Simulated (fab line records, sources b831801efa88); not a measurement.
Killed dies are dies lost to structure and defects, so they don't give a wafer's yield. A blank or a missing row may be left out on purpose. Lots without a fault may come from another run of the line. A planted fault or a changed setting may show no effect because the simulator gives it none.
Problem report in the 8D (eight disciplines) form, filled by code | flow gf180mcu | the parts of the form that need people (team, actions taken, sign-off) are left out

1. THE PROBLEM
HV_LDD_01_OVL at GF_HV_LDD_OVL_MEAS_20 reads a mean of 40.0 nm on 6 wafers of 2 lots; wafers without a fault read -0.3 nm with a standard deviation of 1.3. That is +31 standard deviations from the usual mean.
First seen on wafer L810.1, day 15 00:25, on overlay-01. The record holds 42 wafers of 14 lots with a number at this step. Rule for "out", or "out of limits": more than 4 standard deviations from the usual mean. The other wafers with a number count as sound.

2. WHAT IT IS AND WHAT IT IS NOT
question                    | is                     | is not
which readings at this step | HV_LDD_01_OVL          | -
which lots                  | L810, L812             | L799, L800, L801, L802, L803, L811, L813, L814, L815, L816, L821, L822
which wafers of those lots  | all that have a number | -
read on which gauges        | overlay-01, overlay-02 | -
when                        | from day 15 00:25      | up to then (18 sound wafers); but 18 sound wafers of L813, L814, L815, L816, L821, L822 came after

3. SUSPECTS, AND WHAT RULES EACH OUT
Counting: a tool at a process step up to the reading stays a suspect if it ran every lot that is out and no sound lot after the first of them.
- the gauge at GF_HV_LDD_OVL_MEAS_20: ruled out. The wafers that are out were read on 2 gauges (overlay-01, overlay-02).
- iline_stepper-01 at GF_HV_LDD_EXPOSE_16 (exposes mask Pplus LV AREA, target cd 400 nm): kept. It ran every lot that is out, first L810 (day 14 13:28), and no sound lot after that; its last sound lot up to then is L800 (day 10 12:49).
Left after counting: iline_stepper-01 at GF_HV_LDD_EXPOSE_16.

4. THE CAUSE (what the simulator had put in)
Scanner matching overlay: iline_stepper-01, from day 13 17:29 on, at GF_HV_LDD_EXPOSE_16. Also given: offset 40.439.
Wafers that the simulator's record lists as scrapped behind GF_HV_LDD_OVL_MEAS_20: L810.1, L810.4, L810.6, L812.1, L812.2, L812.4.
Counting left only this tool.

5. THE CHAIN OF EFFECTS, in route order
Each row: a reading whose mean over the struck wafers that have a number lies more than 3 standard deviations from the usual. Only readings for which the record gives a usual standard deviation are gone through. hours: the time from each lot's start at the first step in this table that gives one to its start at this step, as a median over the lots. sigmas: the change in usual standard deviations.
hours | step                  | reading       | usual   | on struck wafers | change | sigmas
0     | GF_HV_LDD_OVL_MEAS_20 | HV_LDD_01_OVL | -0.3 nm | 40.0             | +40.2  | +31

6. WHAT WOULD HAVE CAUGHT IT SOONER
In this record the first reading out of limits at a measuring or inspecting step was taken at day 15 00:25, 31 hours after the fault began at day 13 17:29.
All the lots that are out (2) had begun GF_HV_LDD_EXPOSE_16 on iline_stepper-01 by day 15 00:25. A hold on the tool at that time would have spared none of them.
